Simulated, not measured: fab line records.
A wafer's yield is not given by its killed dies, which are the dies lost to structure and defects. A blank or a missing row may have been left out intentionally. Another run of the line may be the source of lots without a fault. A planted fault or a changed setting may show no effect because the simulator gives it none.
Struck lot and sound lot, side by side :: flow sky130 :: 15 out of 708 route steps
Sound: wafers L463.1, L463.3, L463.6. Struck: wafers L471.1, L471.3, L471.6. The cause comes at the end.
For every step that has rows: the tool of each side, followed by ch and its chambers, followed by its first start. Under that, the readings that differ: sound wafers :: struck wafers :: difference of the means :: sigmas: that difference in standard deviations of wafers without a fault.
alike: words and numbers the same on both sides, and readings whose means are apart by under 2 such deviations; not compared: readings that were withheld, readings missing a value for some wafer, numbers with overlapping values and no deviation given by the record, and bounds like >300 which may hide the same value.
A row with sigmas, a row that says differs or no value, or rows on one side alone: a step with any of these is where the two part. Non-overlapping numbers with no deviation appear without sigmas and do not part them. Lack of a reading on every wafer of one side parts them only where that side has two or more wafers.

SKY_VIA2_ETCH_14: etches BARC in N2/H2, stops on SiO2, time 45.9 s, target depth 60 nm.
  sound on rie-diel-01 ch 0,2,3, day 39 05:51; struck on rie-diel-04 ch 0,1,2, day 40 23:55
  alike: drypump-motor-current-A, oes-product-au, throttle-valve-pct
  not compared: rf-hours-counter-h
SKY_VIA2_ETCH_15: etches SiO2 in C4F8/O2/Ar, stops on TiN, target depth 546 nm, time 84 s.
  sound on rie-diel-01 ch 0,2,3, day 39 05:53; struck on rie-diel-04 ch 0,1,2, day 40 23:58
  alike: oes-product-au
  not compared: rf-hours-counter-h
then, 4 steps without rows for these wafers: SKY_VIA2_STRIP_16 (strips in O2/N2); SKY_VIA2_STRIP_17 (strips in post etch residue remover, time 1200 s); SKY_VIA2_CLEAN_18 (cleans in IPA, time 180 s); SKY_VIA2_CLEAN_19 (cleans in O3/DIW).
SKY_VIA2_SPUTTER_20: material TiN, target thk 20 nm, time 80 s.
  struck on pvd-sputter-01, day 41 00:37; sound on pvd-sputter-03, day 39 06:33
  alike: cathode-dc-power-W, chamber-pressure-pa, throttle-valve-pct
then, 1 step without rows for these wafers: SKY_VIA2_CVD_21 (deposits W, target thk 420 nm, time 126.4 s).
SKY_VIA2_RS_MEAS_22: measurement is done with a four-point probe.
  struck on film-metro-01, day 41 00:49; sound on film-metro-04, day 39 06:44
reading: VIA2_W_RS (ohm/sq)
sound: 0.2691 0.2729 0.2677
struck: 0.2787 0.2743 0.2752
difference: +0.0062
sigmas: +2
SKY_VIA2_THK_MEAS_23: measures by xrf.
  struck on film-metro-01, day 41 00:56; sound on film-metro-04, day 39 06:52
reading: VIA2_W_THK (nm)
sound: 425 419 427
struck: 409 416 411
difference: -12
sigmas: -2
SKY_VIA2_CMP_24: polishes, stops on SiO2, t overpolish 20 s, target thk 0 nm.
  sound on cmp-01 ch 1,3, day 39 12:59; struck on cmp-01 ch 1,2,3, day 41 00:59
  alike: head-pressure-psi, motor-current-A, overpolish-run-s, time-to-endpoint-s
SKY_METAL3_SPUTTER_00: material Ti, target thk 15 nm, time 10 s.
  struck on pvd-sputter-04, day 41 01:17; sound on pvd-sputter-04, day 39 13:17
  alike: cathode-dc-power-W, chamber-pressure-pa, throttle-valve-pct
SKY_METAL3_SPUTTER_01: material TiN, target thk 20 nm, time 16.7 s.
  struck on pvd-sputter-04, day 41 01:19; sound on pvd-sputter-04, day 39 13:19
reading: model.TiN_of_METAL3_SPUTTER_01.thk-nm (nm)
sound: 19.96 19.99 20.13
struck: 13.95 14.04 14.19
difference: -5.97
sigmas: 
  alike: cathode-dc-power-W, chamber-pressure-pa, throttle-valve-pct
then, 2 steps without rows for these wafers: SKY_METAL3_SPUTTER_02 (material AlCu, target thk 735 nm, time 39.1 s); SKY_PAD_OPEN_PROBE_99.

== WHERE THEY PART ==
Last at SKY_VIA2_THK_MEAS_23 as far as this record goes, first at SKY_VIA2_RS_MEAS_22. Later steps at which nothing parts them and some readings are alike: SKY_VIA2_CMP_24, SKY_METAL3_SPUTTER_00, SKY_METAL3_SPUTTER_01.

WHY: what the simulator had put in
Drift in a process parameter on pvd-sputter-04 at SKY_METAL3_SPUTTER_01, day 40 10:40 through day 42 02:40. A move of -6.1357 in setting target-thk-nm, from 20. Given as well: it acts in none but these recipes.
